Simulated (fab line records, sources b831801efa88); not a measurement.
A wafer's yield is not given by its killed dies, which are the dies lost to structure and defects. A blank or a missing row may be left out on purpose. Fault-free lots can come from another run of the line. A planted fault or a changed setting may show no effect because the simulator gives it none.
A struck lot beside a sound one ; flow sky130 ; 15 steps out of a route of 708
Sound: these wafers, L489.1, L489.3, L489.5. Wafers L478.1, L478.2 were the ones struck. At the end, the cause is stated.
Per side, at each step with rows, come the tool, then ch with its chambers, and then its first start. Under that, the readings that differ: sound wafers ; struck wafers ; difference of the means ; sigmas: that difference in standard deviations of wafers without a fault.
alike: readings with means less than 2 such deviations apart, plus words and numbers identical on both sides. not compared: withheld readings, readings lacking a value on some wafer, bounds such as >300 that could conceal the same value, and numbers that have no deviation in the record and whose values overlap.
The two part at a step that has a row with sigmas, a row that says differs or no value, or rows on one side only. Numbers that have no deviation but don't overlap get no sigmas and don't part them. Lack of a reading on every wafer of one side parts them only where that side has two or more wafers.

SKY_METAL1_STRIP_20: strips in O2/N2.
  sound on plasma_asher-04 ch 0,1, day 39 03:00; struck on plasma_asher-04 ch 0,1, day 36 02:50
  alike: chamber_pressure_mTorr, drypump_motor_current_A, oes_product_au, strip_time_to_endpoint_s
  not compared: rf_hours_counter_h
then, 4 steps without rows for these wafers: SKY_METAL1_STRIP_21 (strips in post etch residue remover, time 1200 s); SKY_METAL1_CLEAN_22 (cleans in IPA, time 180 s); SKY_METAL1_CLEAN_23 (cleans in O3/DIW); SKY_VIA1_HDPCVD_00 (deposits SiO2, target thk 1030 nm, time 171.7 s).
SKY_VIA1_THK_MEAS_01:
  sound on film_metro-01 at day 39 03:43; struck on film_metro-01 at day 36 03:32
reading;sound;struck;difference;sigmas
VIA1_HDPCVD_THK (nm);1034 1043 1038;1026 1010;-20;-2
SKY_VIA1_CMP_02: polishes SiO2.
  sound on cmp-02 ch 0,1,3, day 39 03:46; struck on cmp-01 ch 0,1, day 36 03:39
  alike: motor_current_A, platen_rpm
SKY_VIA1_BOW_MEAS_03:
  sound on film_metro-01 at day 39 04:04; struck on film_metro-01 at day 36 03:54
  alike: VIA1_BOW
then, 4 steps without rows for these wafers: SKY_VIA1_DEHYDRATE_04 (time 60 s); SKY_VIA1_HMDS_05 (prime time 60 s); SKY_VIA1_COAT_06 (resist thk 60 nm); SKY_VIA1_COAT_07 (resist thk 450 nm).
SKY_VIA1_SOFTBAKE_08: time 90 s.
  sound on litho_track-03 ch 0, day 39 16:00; struck on litho_track-02 ch 0, day 36 16:00
reading;sound;struck;difference;sigmas
heater_power_total_W (W);57.49 57.28 57.26;63.82 63.89;+6.51;+59
run_length_s (s);119.42 119.31 119.26;94.48 94.50;-24.84;-99 or more
then, 1 step without rows for these wafers: SKY_VIA1_EXPOSE_09 (exposes mask VIM, target cd 150 nm).
-- the record jumps here: 12 days lie between the struck wafers' starts before and after (it left off in module VIA1 and takes up again in module PAD_OPEN, whose first step shown is number 708 of the route) --
SKY_PAD_OPEN_PROBE_99:
  sound on prober-02 at day 50 11:08; struck on prober-01 at day 48 07:33
  alike: defect_limited_yield, killed_at_M0_to_M3, killed_at_M4_up, killed_at_contacts, killed_at_front_end, killed_at_other, killed_dies, killed_open, killed_short, sort_bin_3_pad_short, sort_bin_5_function, sort_bin_6_memory, sort_n_pass, sort_yield_pct

== WHERE THEY PART ==
Last at SKY_VIA1_SOFTBAKE_08 as far as this record goes, first at SKY_VIA1_THK_MEAS_01. Later steps at which nothing parts them and some readings are alike: SKY_PAD_OPEN_PROBE_99.

WHY: whatever the simulator had introduced
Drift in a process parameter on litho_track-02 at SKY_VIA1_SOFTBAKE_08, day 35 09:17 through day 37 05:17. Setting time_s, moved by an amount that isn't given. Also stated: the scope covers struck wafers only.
